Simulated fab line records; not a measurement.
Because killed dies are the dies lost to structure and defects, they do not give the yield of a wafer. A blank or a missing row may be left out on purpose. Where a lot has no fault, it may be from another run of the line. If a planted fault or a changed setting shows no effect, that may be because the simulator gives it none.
fab line records / flow sky130
record lots=4 wafers=12 last-day=50
route steps=708 shown VIA1@473 METAL2@483 PAD_OPEN@708
lots that met no fault: from a run of the same line without faults
start-h: the number of hours between the record's first day and the start of the first shown wafer of the lot / wait-h: hours from the lot's prior step to this one / " the same as in the row above / L1.1+2: a single row standing in for several wafers / - no value present, or no start provided / * or withheld: withheld / < > ~ a bound
route shown NAME@n: a module of which the file shows steps, and the number in the route of the first / usual: mean/standard deviation taken from wafers without a fault / same: alike in all rows / chamber/n: place in a boat / sites: each site's reading / _std_site: standard deviation across them / _edge_site: inner sites' mean taken away from outer sites' mean / radius-mm: for every site, how far away it sits from the centre of the wafer / mask NAME#n: copy n / behind: tool/chamber where the wafer was last shaped / hold: cause of the lot's hold/its duration in hours/its outcome / device: the transistor (n, p or np) that didn't switch / end of line: tests of these same wafers at the route's end / for a step that has no rows: nothing shown but its recipe / killed: not the wafer's yield, but the dies lost to structure and defects at the first sort / map: per-die view of a wafer (x killed, . not killed, _ where there is no die)
set.NAME: the setting the step ran with; set.NAME@STEP: the setting that earlier step ran with / model.NAME: the simulator's own value behind a step, which no gauge read
lots at some steps of the route; a table a step, a row a wafer
services: when a tool's chamber went out of use (start-h, in hours from the record's first day, below 0 if earlier), for how many hours, and the reason
## steps
# step SKY_VIA1_ETCH_15
# recipe target=SiO2 chemistry=C4F8/O2/Ar target-depth-nm=351 stop-on=TiN mask-material=KrF-thick source-w=1500 bias-w=1200 pressure-mtorr=40 c4f8-flow-sccm=withheld O2_flow_sccm=6 Ar_flow_sccm=300 time-s=54
# step SKY_VIA1_STRIP_16
# recipe chemistry=O2/N2 power-w=1400 pressure-mtorr=1500 platen-temp-c=withheld o2-flow-sccm=3000 n2-flow-sccm=300 overash-fraction=0.5
# step SKY_VIA1_STRIP_17
# recipe chemistry=post-etch-residue-remover time-s=1200 temp-c=72.5
# step SKY_VIA1_CLEAN_18
# recipe chemistry=IPA time-s=180 temp-c=25
# step SKY_VIA1_CLEAN_19
# recipe chemistry=O3/DIW dry=n2-spin
# step SKY_VIA1_SPUTTER_20
# recipe material=TiN target-thk-nm=20 chamber-pressure-pa=5 power-w=4000 time-s=80
# step SKY_VIA1_CVD_21
# recipe material=W target-thk-nm=270 time-s=80.902 temp-c=400 pressure-torr=40
# step SKY_VIA1_CMP_24
# recipe stop-on=SiO2 t-overpolish-s=15 down-force-psi=3.5 platen-rpm=60 target-thk-nm=0 pad-velocity-m-s=0.94248
# step SKY_METAL2_SPUTTER_00
# recipe material=Ti target-thk-nm=15 power-w=3000 time-s=10 chamber-pressure-pa=0.4
# step SKY_METAL2_SPUTTER_01
# recipe material=TiN target-thk-nm=20 power-w=6500 time-s=16.7 chamber-pressure-pa=0.4
# step SKY_METAL2_SPUTTER_02
# recipe material=AlCu target-thk-nm=250 power-w=10600 time-s=13.3 chamber-pressure-pa=0.4
# usual chamber-pressure-pa=0.4000/0.00075 throttle-valve-pct=29.6/0.89
lot.wafer=L730.1 tool=pvd-sputter-04 chamber=- start-h=862.83 wait-h=0.0 chamber-pressure-pa=0.3995 throttle-valve-pct=29.9 model.AlCu_of_METAL2_SPUTTER_02.thk-nm=250.8
lot.wafer=L730.3 tool=pvd-sputter-04 chamber=- start-h=862.83 wait-h=0.0 chamber-pressure-pa=0.3995 throttle-valve-pct=30.0 model.AlCu_of_METAL2_SPUTTER_02.thk-nm=248.3
lot.wafer=L730.4 tool=pvd-sputter-04 chamber=- start-h=862.83 wait-h=0.0 chamber-pressure-pa=0.3997 throttle-valve-pct=27.2 model.AlCu_of_METAL2_SPUTTER_02.thk-nm=250.7
lot.wafer=L734.3 tool=pvd-sputter-04 chamber=- start-h=882.14 wait-h=0.0 chamber-pressure-pa=0.3265 throttle-valve-pct=30.4 model.AlCu_of_METAL2_SPUTTER_02.thk-nm=260.6
lot.wafer=L734.4 tool=pvd-sputter-04 chamber=- start-h=882.14 wait-h=0.0 chamber-pressure-pa=0.3282 throttle-valve-pct=34.3 model.AlCu_of_METAL2_SPUTTER_02.thk-nm=259.2
lot.wafer=L734.5 tool=pvd-sputter-04 chamber=- start-h=882.14 wait-h=0.0 chamber-pressure-pa=0.3262 throttle-valve-pct=30.1 model.AlCu_of_METAL2_SPUTTER_02.thk-nm=259
lot.wafer=L735.1 tool=pvd-sputter-04 chamber=- start-h=890.82 wait-h=0.0 chamber-pressure-pa=0.3262 throttle-valve-pct=34.0 model.AlCu_of_METAL2_SPUTTER_02.thk-nm=257
lot.wafer=L735.3 tool=pvd-sputter-04 chamber=- start-h=890.82 wait-h=0.0 chamber-pressure-pa=0.3269 throttle-valve-pct=29.9 model.AlCu_of_METAL2_SPUTTER_02.thk-nm=258.4
lot.wafer=L735.6 tool=pvd-sputter-04 chamber=- start-h=890.82 wait-h=0.0 chamber-pressure-pa=0.3261 throttle-valve-pct=33.3 model.AlCu_of_METAL2_SPUTTER_02.thk-nm=258
lot.wafer=L742.2 tool=pvd-sputter-02 chamber=- start-h=956.21 wait-h=0.0 chamber-pressure-pa=0.3988 throttle-valve-pct=29.5 model.AlCu_of_METAL2_SPUTTER_02.thk-nm=251.8
lot.wafer=L742.3 tool=pvd-sputter-02 chamber=- start-h=956.21 wait-h=0.0 chamber-pressure-pa=0.3985 throttle-valve-pct=30.2 model.AlCu_of_METAL2_SPUTTER_02.thk-nm=253.7
lot.wafer=L742.6 tool=pvd-sputter-02 chamber=- start-h=956.21 wait-h=0.0 chamber-pressure-pa=0.3995 throttle-valve-pct=30.2 model.AlCu_of_METAL2_SPUTTER_02.thk-nm=251.3
# step SKY_METAL2_SPUTTER_03
# recipe material=Ti target-thk-nm=5 power-w=3000 time-s=3.3 chamber-pressure-pa=0.4
# step SKY_METAL2_SPUTTER_04
# recipe material=TiN target-thk-nm=70 power-w=6500 time-s=58.3 chamber-pressure-pa=0.4
# step SKY_METAL2_RS_MEAS_05
# recipe thk-meas-gauge=four-point-probe reads=TiN_of_METAL2_SPUTTER_04+Ti_of_METAL2_SPUTTER_03+AlCu_of_METAL2_SPUTTER_02+TiN_of_METAL2_SPUTTER_01+Ti_of_METAL2_SPUTTER_00
# usual METAL2_ALCU_RS=0.1266/0.0013
lot.wafer=L730.1 tool=film-metro-01 chamber=- start-h=862.92 wait-h=0.0 hold=- METAL2_ALCU_RS[ohm/sq]=0.1262
lot.wafer=L730.3 tool=film-metro-01 chamber=- start-h=862.92 wait-h=0.0 hold=- METAL2_ALCU_RS[ohm/sq]=0.1278
lot.wafer=L730.4 tool=film-metro-01 chamber=- start-h=862.92 wait-h=0.0 hold=- METAL2_ALCU_RS[ohm/sq]=0.1265
lot.wafer=L734.3 tool=film-metro-01 chamber=- start-h=882.27 wait-h=0.1 hold=await-dispo/0.2h/release METAL2_ALCU_RS[ohm/sq]=0.1198
lot.wafer=L734.4 tool=film-metro-01 chamber=- start-h=882.27 wait-h=0.1 hold=await-dispo/0.2h/release METAL2_ALCU_RS[ohm/sq]=0.1206
lot.wafer=L734.5 tool=film-metro-01 chamber=- start-h=882.27 wait-h=0.1 hold=await-dispo/0.2h/release METAL2_ALCU_RS[ohm/sq]=0.1208
lot.wafer=L734.3 tool=film-metro-01 chamber=- start-h=882.56 wait-h=0.3 hold=- METAL2_ALCU_RS[ohm/sq]=0.1200
lot.wafer=L734.4 tool=film-metro-01 chamber=- start-h=882.56 wait-h=0.3 hold=- METAL2_ALCU_RS[ohm/sq]=0.1207
lot.wafer=L734.5 tool=film-metro-01 chamber=- start-h=882.56 wait-h=0.3 hold=- METAL2_ALCU_RS[ohm/sq]=0.1207
lot.wafer=L735.1 tool=film-metro-01 chamber=- start-h=890.91 wait-h=0.0 hold=await-dispo/0.2h/release METAL2_ALCU_RS[ohm/sq]=0.1217
lot.wafer=L735.3 tool=film-metro-01 chamber=- start-h=890.91 wait-h=0.0 hold=await-dispo/0.2h/release METAL2_ALCU_RS[ohm/sq]=0.1214
lot.wafer=L735.6 tool=film-metro-01 chamber=- start-h=890.91 wait-h=0.0 hold=await-dispo/0.2h/release METAL2_ALCU_RS[ohm/sq]=0.1216
lot.wafer=L735.1 tool=film-metro-01 chamber=- start-h=891.20 wait-h=0.3 hold=- METAL2_ALCU_RS[ohm/sq]=0.1219
lot.wafer=L735.3 tool=film-metro-01 chamber=- start-h=891.20 wait-h=0.3 hold=- METAL2_ALCU_RS[ohm/sq]=0.1211
lot.wafer=L735.6 tool=film-metro-01 chamber=- start-h=891.20 wait-h=0.3 hold=- METAL2_ALCU_RS[ohm/sq]=0.1220
lot.wafer=L742.2 tool=film-metro-01 chamber=- start-h=956.32 wait-h=0.0 hold=- METAL2_ALCU_RS[ohm/sq]=0.1258
lot.wafer=L742.3 tool=film-metro-01 chamber=- start-h=956.32 wait-h=0.0 hold=- METAL2_ALCU_RS[ohm/sq]=0.1251
lot.wafer=L742.6 tool=film-metro-01 chamber=- start-h=956.32 wait-h=0.0 hold=- METAL2_ALCU_RS[ohm/sq]=0.1261
# step SKY_METAL2_THK_MEAS_06
# recipe thk-meas-gauge=xrf reads=AlCu_of_METAL2_SPUTTER_02
# usual METAL2_ALCU_THK=248/3.4
lot.wafer=L730.1 tool=film-metro-01 chamber=- start-h=863.04 wait-h=0.1 hold=- METAL2_ALCU_THK[nm]=253
lot.wafer=L730.3 tool=film-metro-01 chamber=- start-h=863.04 wait-h=0.1 hold=- METAL2_ALCU_THK[nm]=248
lot.wafer=L730.4 tool=film-metro-01 chamber=- start-h=863.04 wait-h=0.1 hold=- METAL2_ALCU_THK[nm]=251
lot.wafer=L734.3 tool=film-metro-01 chamber=- start-h=884.59 wait-h=2.0 hold=await-dispo/0.2h/release METAL2_ALCU_THK[nm]=261
lot.wafer=L734.4 tool=film-metro-01 chamber=- start-h=884.59 wait-h=2.0 hold=await-dispo/0.2h/release METAL2_ALCU_THK[nm]=258
lot.wafer=L734.5 tool=film-metro-01 chamber=- start-h=884.59 wait-h=2.0 hold=await-dispo/0.2h/release METAL2_ALCU_THK[nm]=259
lot.wafer=L734.3 tool=film-metro-01 chamber=- start-h=884.82 wait-h=0.2 hold=- METAL2_ALCU_THK[nm]=261
lot.wafer=L734.4 tool=film-metro-01 chamber=- start-h=884.82 wait-h=0.2 hold=- METAL2_ALCU_THK[nm]=257
lot.wafer=L734.5 tool=film-metro-01 chamber=- start-h=884.82 wait-h=0.2 hold=- METAL2_ALCU_THK[nm]=257
lot.wafer=L735.1 tool=film-metro-01 chamber=- start-h=892.17 wait-h=1.0 hold=await-dispo/0.2h/release METAL2_ALCU_THK[nm]=257
lot.wafer=L735.3 tool=film-metro-01 chamber=- start-h=892.17 wait-h=1.0 hold=await-dispo/0.2h/release METAL2_ALCU_THK[nm]=257
lot.wafer=L735.6 tool=film-metro-01 chamber=- start-h=892.17 wait-h=1.0 hold=await-dispo/0.2h/release METAL2_ALCU_THK[nm]=256
lot.wafer=L735.1 tool=film-metro-01 chamber=- start-h=892.40 wait-h=0.2 hold=- METAL2_ALCU_THK[nm]=257
lot.wafer=L735.3 tool=film-metro-01 chamber=- start-h=892.40 wait-h=0.2 hold=- METAL2_ALCU_THK[nm]=256
lot.wafer=L735.6 tool=film-metro-01 chamber=- start-h=892.40 wait-h=0.2 hold=- METAL2_ALCU_THK[nm]=256
lot.wafer=L742.2 tool=film-metro-01 chamber=- start-h=956.43 wait-h=0.1 hold=- METAL2_ALCU_THK[nm]=249
lot.wafer=L742.3 tool=film-metro-01 chamber=- start-h=956.43 wait-h=0.1 hold=- METAL2_ALCU_THK[nm]=254
lot.wafer=L742.6 tool=film-metro-01 chamber=- start-h=956.43 wait-h=0.1 hold=- METAL2_ALCU_THK[nm]=250
# step SKY_METAL2_HMDS_08
# recipe prime-time-s=60 prime-temp-c=120
# step SKY_METAL2_COAT_09
# recipe resist=BARC temp-c=withheld time-s=withheld spin-rpm=3000 resist-thk-nm=60
# step SKY_METAL2_COAT_10
# recipe resist=KrF-thick spin-rpm=3000 resist-thk-nm=450
# step SKY_METAL2_SOFTBAKE_11
# recipe temp-c=100 time-s=90 resist=KrF-thick
# step SKY_METAL2_EXPOSE_12
# recipe mask-id=MM2 na=0.8 source-shape=annular sigma-inner=0.55 sigma-outer=0.85 target-cd-nm=140 dose-mj=28
# step SKY_METAL2_PEB_13
# recipe peb-temp-c=withheld peb-time-s=withheld resist=KrF-thick
# step SKY_METAL2_DEVELOP_14
# recipe develop-time-s=60 resist=KrF-thick dev-temp-c=21
# step SKY_METAL2_DESCUM_17
# recipe chemistry=O2 source-power-w=150 bias-power-w=0 pressure-mtorr=10 temp-c=40 time-s=8
# step SKY_METAL2_ETCH_18
# recipe chemistry=N2/H2 target=BARC ion-energy-ev=200 bias-w=100 pressure-mtorr=30 n2-flow-sccm=100 h2-flow-sccm=200 icp-w=500 stop-on=SiO2 time-s=45.9 target-depth-a=600
# step SKY_METAL2_METAL_ETCH_19
# recipe target-depth-a=3600 stop-on=SiO2 over-etch-frac=0.3 time-s=78 chemistry=Cl2/BCl3 resist-sidewall-deg=88 pressure-mtorr=10 icp-w=900 bias-w=48.5 Cl2_flow_sccm=60 bcl3-flow-sccm=30
# usual chamber-pressure-mTorr=10.000/0.0097 drypump-motor-current-A=5.3/0.35 oes-product-au=0.856/0.0061 throttle-valve-pct=22.265/0.0097
lot.wafer=L730.1 tool=rie-metal-01 chamber=0 start-h=888.55 wait-h=0.0 chamber-pressure-mTorr=9.995 drypump-motor-current-A=5.3 oes-product-au=0.851 rf-hours-counter-h=11 throttle-valve-pct=22.268 model.etch.depth-nm=361.2 model.METAL2.feature-depth-nm=361.2
lot.wafer=L730.3 tool=rie-metal-01 chamber=0 start-h=888.55 wait-h=0.0 chamber-pressure-mTorr=10.000 drypump-motor-current-A=5.3 oes-product-au=0.853 rf-hours-counter-h=- throttle-valve-pct=22.253 model.etch.depth-nm=359.1 model.METAL2.feature-depth-nm=359
lot.wafer=L730.4 tool=rie-metal-01 chamber=1 start-h=888.55 wait-h=0.0 chamber-pressure-mTorr=10.003 drypump-motor-current-A=5.7 oes-product-au=0.848 rf-hours-counter-h=- throttle-valve-pct=22.284 model.etch.depth-nm=360.5 model.METAL2.feature-depth-nm=360.5
lot.wafer=L734.3 tool=rie-metal-03 chamber=0 start-h=908.53 wait-h=0.1 chamber-pressure-mTorr=10.004 drypump-motor-current-A=5.4 oes-product-au=0.842 rf-hours-counter-h=- throttle-valve-pct=22.264 model.etch.depth-nm=354.9 model.METAL2.feature-depth-nm=354.9
lot.wafer=L734.4 tool=rie-metal-03 chamber=1 start-h=908.53 wait-h=0.1 chamber-pressure-mTorr=10.006 drypump-motor-current-A=6.3 oes-product-au=0.832 rf-hours-counter-h=- throttle-valve-pct=22.272 model.etch.depth-nm=353.3 model.METAL2.feature-depth-nm=353.3
lot.wafer=L734.5 tool=rie-metal-03 chamber=0 start-h=908.53 wait-h=0.1 chamber-pressure-mTorr=9.994 drypump-motor-current-A=5.4 oes-product-au=0.841 rf-hours-counter-h=- throttle-valve-pct=22.266 model.etch.depth-nm=353.5 model.METAL2.feature-depth-nm=353.5
lot.wafer=L735.1 tool=rie-metal-01 chamber=1 start-h=916.07 wait-h=0.0 chamber-pressure-mTorr=10.009 drypump-motor-current-A=5.7 oes-product-au=0.856 rf-hours-counter-h=3 throttle-valve-pct=22.261 model.etch.depth-nm=365.6 model.METAL2.feature-depth-nm=365.6
lot.wafer=L735.3 tool=rie-metal-01 chamber=0 start-h=916.07 wait-h=0.0 chamber-pressure-mTorr=10.005 drypump-motor-current-A=5.3 oes-product-au=0.869 rf-hours-counter-h=- throttle-valve-pct=22.254 model.etch.depth-nm=367.6 model.METAL2.feature-depth-nm=367.6
lot.wafer=L735.6 tool=rie-metal-01 chamber=1 start-h=916.07 wait-h=0.0 chamber-pressure-mTorr=10.014 drypump-motor-current-A=5.7 oes-product-au=0.861 rf-hours-counter-h=- throttle-valve-pct=22.263 model.etch.depth-nm=366.6 model.METAL2.feature-depth-nm=366.6
lot.wafer=L742.2 tool=rie-metal-01 chamber=1 start-h=980.55 wait-h=0.0 chamber-pressure-mTorr=10.007 drypump-motor-current-A=5.7 oes-product-au=0.851 rf-hours-counter-h=5 throttle-valve-pct=22.277 model.etch.depth-nm=361.6 model.METAL2.feature-depth-nm=361.6
lot.wafer=L742.3 tool=rie-metal-01 chamber=1 start-h=980.55 wait-h=0.0 chamber-pressure-mTorr=10.004 drypump-motor-current-A=5.7 oes-product-au=0.848 rf-hours-counter-h=- throttle-valve-pct=22.277 model.etch.depth-nm=363.9 model.METAL2.feature-depth-nm=363.9
lot.wafer=L742.6 tool=rie-metal-01 chamber=1 start-h=980.55 wait-h=0.0 chamber-pressure-mTorr=10.007 drypump-motor-current-A=5.7 oes-product-au=0.848 rf-hours-counter-h=- throttle-valve-pct=22.277 model.etch.depth-nm=360.9 model.METAL2.feature-depth-nm=360.9
# step SKY_METAL2_STRIP_20
# recipe chemistry=O2/N2 power-w=1400 pressure-mtorr=1500 platen-temp-c=withheld o2-flow-sccm=3000 n2-flow-sccm=300 overash-fraction=0.5
# step SKY_PAD_OPEN_PROBE_99
# usual defect-limited-yield=82.5/1.9 killed_at_M0_to_M3=44/7.2 killed_at_M4_up=3.0/1.8 killed-at-contacts=24/5.4 killed-at-front-end=14/4.4 killed-at-other=0.4/0.64 killed-dies=86/9.4 killed-on-rim=17/3.8 killed-open=47/7.7 killed-short=39/5.8 sort_bin_3_pad_short=0.9/0.38 sort_bin_5_function=10.3/1.4 sort_bin_6_memory=6.4/1.2 sort-n-pass=406/9.4 sort-yield-pct=82.5/1.9
# same gross-dies=492 killed-at-back-side=0 sort_bin_4_leakage[%]=0 sort_bin_8_speed[%]=0
lot.wafer=L730.1 tool=prober-02 chamber=- start-h=1130.20 wait-h=0.1 defect-limited-yield[%]=80.1 killed_at_M0_to_M3=50 killed_at_M4_up=1 killed-at-contacts=27 killed-at-front-end=20 killed-at-other=0 killed-dies=98 killed-on-rim=19 killed-open=54 killed-short=44 sort_bin_3_pad_short[%]=1.8 sort_bin_5_function[%]=10.4 sort_bin_6_memory[%]=7.7 sort-n-pass=394 sort-yield-pct[%]=80.1 model.etest.met2.line-ohm-um=0.9209 model.etest.met2.rs-ohm-sq=0.1285
lot.wafer=L730.3 tool=prober-02 chamber=- start-h=1130.30 wait-h=0.2 defect-limited-yield[%]=79.1 killed_at_M0_to_M3=47 killed_at_M4_up=3 killed-at-contacts=37 killed-at-front-end=16 killed-at-other=0 killed-dies=103 killed-on-rim=24 killed-open=55 killed-short=48 sort_bin_3_pad_short[%]=0.8 sort_bin_5_function[%]=12.0 sort_bin_6_memory[%]=8.1 sort-n-pass=389 sort-yield-pct[%]=79.1 model.etest.met2.line-ohm-um=0.9212 model.etest.met2.rs-ohm-sq=0.13
lot.wafer=L730.4 tool=prober-02 chamber=- start-h=1130.35 wait-h=0.2 defect-limited-yield[%]=81.9 killed_at_M0_to_M3=41 killed_at_M4_up=0 killed-at-contacts=29 killed-at-front-end=18 killed-at-other=1 killed-dies=89 killed-on-rim=18 killed-open=43 killed-short=46 sort_bin_3_pad_short[%]=1.2 sort_bin_5_function[%]=10.0 sort_bin_6_memory[%]=6.9 sort-n-pass=403 sort-yield-pct[%]=81.9 model.etest.met2.line-ohm-um=0.9208 model.etest.met2.rs-ohm-sq=0.1287
lot.wafer=L734.3 tool=prober-01 chamber=- start-h=1142.33 wait-h=0.2 defect-limited-yield[%]=82.3 killed_at_M0_to_M3=36 killed_at_M4_up=10 killed-at-contacts=24 killed-at-front-end=17 killed-at-other=0 killed-dies=87 killed-on-rim=21 killed-open=56 killed-short=31 sort_bin_3_pad_short[%]=0.2 sort_bin_5_function[%]=12.6 sort_bin_6_memory[%]=4.9 sort-n-pass=405 sort-yield-pct[%]=82.3 model.etest.met2.line-ohm-um=0.8987 model.etest.met2.rs-ohm-sq=0.1218
lot.wafer=L734.4 tool=prober-01 chamber=- start-h=1142.38 wait-h=0.2 defect-limited-yield[%]=81.9 killed_at_M0_to_M3=42 killed_at_M4_up=1 killed-at-contacts=32 killed-at-front-end=14 killed-at-other=0 killed-dies=89 killed-on-rim=18 killed-open=51 killed-short=38 sort_bin_3_pad_short[%]=1.2 sort_bin_5_function[%]=10.2 sort_bin_6_memory[%]=6.7 sort-n-pass=403 sort-yield-pct[%]=81.9 model.etest.met2.line-ohm-um=0.888 model.etest.met2.rs-ohm-sq=0.1233
lot.wafer=L734.5 tool=prober-01 chamber=- start-h=1142.43 wait-h=0.2 defect-limited-yield[%]=82.9 killed_at_M0_to_M3=45 killed_at_M4_up=4 killed-at-contacts=21 killed-at-front-end=14 killed-at-other=0 killed-dies=84 killed-on-rim=13 killed-open=40 killed-short=44 sort_bin_3_pad_short[%]=1.0 sort_bin_5_function[%]=10.6 sort_bin_6_memory[%]=5.5 sort-n-pass=408 sort-yield-pct[%]=82.9 model.etest.met2.line-ohm-um=0.9031 model.etest.met2.rs-ohm-sq=0.1241
lot.wafer=L735.1 tool=prober-01 chamber=- start-h=1150.63 wait-h=0.1 defect-limited-yield[%]=79.3 killed_at_M0_to_M3=53 killed_at_M4_up=4 killed-at-contacts=34 killed-at-front-end=10 killed-at-other=1 killed-dies=102 killed-on-rim=23 killed-open=63 killed-short=39 sort_bin_3_pad_short[%]=0.2 sort_bin_5_function[%]=13.0 sort_bin_6_memory[%]=7.5 sort-n-pass=390 sort-yield-pct[%]=79.3 model.etest.met2.line-ohm-um=0.8831 model.etest.met2.rs-ohm-sq=0.1235
lot.wafer=L735.3 tool=prober-01 chamber=- start-h=1150.73 wait-h=0.2 defect-limited-yield[%]=83.3 killed_at_M0_to_M3=37 killed_at_M4_up=0 killed-at-contacts=29 killed-at-front-end=15 killed-at-other=1 killed-dies=82 killed-on-rim=20 killed-open=38 killed-short=44 sort_bin_3_pad_short[%]=1.4 sort_bin_5_function[%]=7.9 sort_bin_6_memory[%]=7.3 sort-n-pass=410 sort-yield-pct[%]=83.3 model.etest.met2.line-ohm-um=0.8856 model.etest.met2.rs-ohm-sq=0.1247
lot.wafer=L735.6 tool=prober-01 chamber=- start-h=1150.88 wait-h=0.2 defect-limited-yield[%]=85.2 killed_at_M0_to_M3=47 killed_at_M4_up=3 killed-at-contacts=11 killed-at-front-end=12 killed-at-other=0 killed-dies=73 killed-on-rim=12 killed-open=45 killed-short=28 sort_bin_3_pad_short[%]=1.0 sort_bin_5_function[%]=9.8 sort_bin_6_memory[%]=4.1 sort-n-pass=419 sort-yield-pct[%]=85.2 model.etest.met2.line-ohm-um=0.8878 model.etest.met2.rs-ohm-sq=0.1249
lot.wafer=L742.2 tool=prober-01 chamber=- start-h=1192.47 wait-h=0.1 defect-limited-yield[%]=82.7 killed_at_M0_to_M3=46 killed_at_M4_up=1 killed-at-contacts=19 killed-at-front-end=19 killed-at-other=0 killed-dies=85 killed-on-rim=19 killed-open=38 killed-short=47 sort_bin_3_pad_short[%]=1.2 sort_bin_5_function[%]=10.6 sort_bin_6_memory[%]=5.5 sort-n-pass=407 sort-yield-pct[%]=82.7 model.etest.met2.line-ohm-um=0.9079 model.etest.met2.rs-ohm-sq=0.1271
lot.wafer=L742.3 tool=prober-01 chamber=- start-h=1192.52 wait-h=0.2 defect-limited-yield[%]=85.0 killed_at_M0_to_M3=45 killed_at_M4_up=2 killed-at-contacts=12 killed-at-front-end=15 killed-at-other=0 killed-dies=74 killed-on-rim=12 killed-open=39 killed-short=35 sort_bin_3_pad_short[%]=1.4 sort_bin_5_function[%]=7.9 sort_bin_6_memory[%]=5.7 sort-n-pass=418 sort-yield-pct[%]=85.0 model.etest.met2.line-ohm-um=0.9058 model.etest.met2.rs-ohm-sq=0.1255
lot.wafer=L742.6 tool=prober-01 chamber=- start-h=1192.67 wait-h=0.2 defect-limited-yield[%]=78.5 killed_at_M0_to_M3=61 killed_at_M4_up=4 killed-at-contacts=28 killed-at-front-end=12 killed-at-other=1 killed-dies=106 killed-on-rim=24 killed-open=66 killed-short=40 sort_bin_3_pad_short[%]=0.8 sort_bin_5_function[%]=14.0 sort_bin_6_memory[%]=6.7 sort-n-pass=386 sort-yield-pct[%]=78.5 model.etest.met2.line-ohm-um=0.901 model.etest.met2.rs-ohm-sq=0.1277
# killed by level:class
L730.1 CONTACT:geometric-particle:open=13 VIA1:geometric-particle:open=9 FIELD_ISO:geometric-particle:short=8 VIA3:geometric-particle:open=8 FIELD_ISO:geometric-particle:open=7 METAL3:geometric-particle:short=7 VIA1:geometric-particle:short=7 LI_CONTACT:geometric-particle:open=6
L730.3 LI_CONTACT:geometric-particle:open=13 CONTACT:geometric-particle:open=10 VIA1:geometric-particle:open=10 CONTACT:geometric-particle:short=7 VIA3:geometric-particle:open=6 VIA1:geometric-particle:short=5 VIA2:geometric-particle:open=5 METAL2:geometric-particle:short=5
L730.4 CONTACT:geometric-particle:open=14 LOCAL_INTERCONNECT:geometric-particle:short=9 FIELD_ISO:geometric-particle:open=8 METAL1:geometric-particle:short=7 VIA1:geometric-particle:open=7 FIELD_ISO:geometric-particle:short=6 METAL3:geometric-particle:short=6 VIA3:geometric-particle:open=5
L734.3 CONTACT:geometric-particle:open=15 VIA3:geometric-particle:open=9 FIELD_ISO:geometric-particle:open=7 METAL4:geometric-particle:short=7 LI_CONTACT:geometric-particle:open=6 VIA1:geometric-particle:open=6 METAL2:geometric-particle:short=5 POLY_GATE:geometric-particle:open=3
L734.4 CONTACT:geometric-particle:open=12 VIA1:geometric-particle:open=9 FIELD_ISO:geometric-particle:open=7 LI_CONTACT:geometric-particle:open=7 VIA3:geometric-particle:open=6 METAL1:geometric-particle:short=5 FIELD_ISO:geometric-particle:short=4 LI_CONTACT:geometric-particle:short=4
L734.5 CONTACT:geometric-particle:open=12 VIA1:geometric-particle:open=10 METAL1:geometric-particle:short=6 VIA2:geometric-particle:short=6 VIA1:geometric-particle:short=5 VIA2:geometric-particle:open=5 VIA3:geometric-particle:open=5 POLY_CUT:geometric-particle:short=4
L735.1 CONTACT:geometric-particle:open=16 VIA1:geometric-particle:open=15 LI_CONTACT:geometric-particle:open=11 VIA3:geometric-particle:open=8 METAL1:geometric-particle:short=5 METAL2:geometric-particle:short=5 VIA3:geometric-particle:short=5 VIA2:geometric-particle:open=4
L735.3 LI_CONTACT:geometric-particle:open=8 LOCAL_INTERCONNECT:geometric-particle:short=7 VIA1:geometric-particle:open=7 METAL2:geometric-particle:short=7 POLY_GATE:geometric-particle:short=5 LI_CONTACT:geometric-particle:short=5 CONTACT:geometric-particle:open=5 METAL1:geometric-particle:short=5
L735.6 VIA1:geometric-particle:open=10 VIA2:geometric-particle:open=7 VIA3:geometric-particle:short=6 VIA1:geometric-particle:short=5 CONTACT:geometric-particle:open=5 METAL1:geometric-particle:short=4 POLY_GATE:geometric-particle:open=4 LI_CONTACT:geometric-particle:open=4
L742.2 VIA1:geometric-particle:open=9 CONTACT:geometric-particle:open=8 METAL2:geometric-particle:short=7 VIA2:geometric-particle:short=7 FIELD_ISO:geometric-particle:short=6 VIA2:geometric-particle:open=6 METAL1:geometric-particle:short=6 POLY_GATE:geometric-particle:short=4
L742.3 VIA1:geometric-particle:open=11 VIA2:geometric-particle:open=9 VIA3:geometric-particle:short=6 VIA1:geometric-particle:short=5 FIELD_ISO:geometric-particle:open=3 POLY_GATE:geometric-particle:open=3 POLY_GATE:geometric-particle:short=3 LI_CONTACT:geometric-particle:open=3
L742.6 VIA1:geometric-particle:open=16 LI_CONTACT:geometric-particle:open=10 CONTACT:geometric-particle:open=9 VIA3:geometric-particle:open=8 METAL1:geometric-particle:short=8 VIA2:geometric-particle:open=7 METAL1:geometric-particle:open=6 VIA2:geometric-particle:short=6
## services
tool=rie-metal-03 chamber=1 start-h=843.87 hours=- kind=clean
tool=rie-metal-03 chamber=1 start-h=843.87 hours=23.3 kind=scheduled-down
tool=rie-metal-03 chamber=1 start-h=843.87 hours=23.3 kind=vent-cycle
tool=pvd-sputter-02 chamber=- start-h=850.07 hours=1.9 kind=repair
tool=pvd-sputter-04 chamber=- start-h=925.17 hours=3.5 kind=repair
tool=rie-metal-01 chamber=- start-h=934.53 hours=28.1 kind=pm
tool=pvd-sputter-02 chamber=- start-h=952.47 hours=1.6 kind=repair
## key
first-sign step=SKY_METAL2_SPUTTER_02 reading=chamber-pressure-pa direction=down sigmas=98 usual=0.4000 struck=0.3267
effect step=SKY_METAL2_SPUTTER_02 reading=throttle-valve-pct direction=up sigmas=2.8 usual=29.6 struck=32.0
effect step=SKY_METAL2_RS_MEAS_05 reading=visit direction=added
effect step=SKY_METAL2_THK_MEAS_06 reading=visit direction=added
model-effect step=SKY_METAL2_SPUTTER_02 value=AlCu_of_METAL2_SPUTTER_02.thk-nm without=248.9 struck=258.7
model-effect step=SKY_METAL2_METAL_ETCH_19 value=etch.depth-nm without=357.8 struck=360.2
model-effect step=SKY_PAD_OPEN_PROBE_99 value=etest.met2.line-ohm-um without=0.9275 struck=0.891
met-at SKY_METAL2_SPUTTER_02
struck-wafers L734.3,L734.4,L734.5,L735.1,L735.3,L735.6
onset-between 862.83 882.14
fault kind=process-parameter-drift tool=pvd-sputter-04 chamber=- onset-h=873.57 steps=SKY_METAL2_SPUTTER_02 channel=chamber-pressure-pa offset=-0.073282 shape=step end-h=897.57 acts-in=these-recipes-only stated=0.4
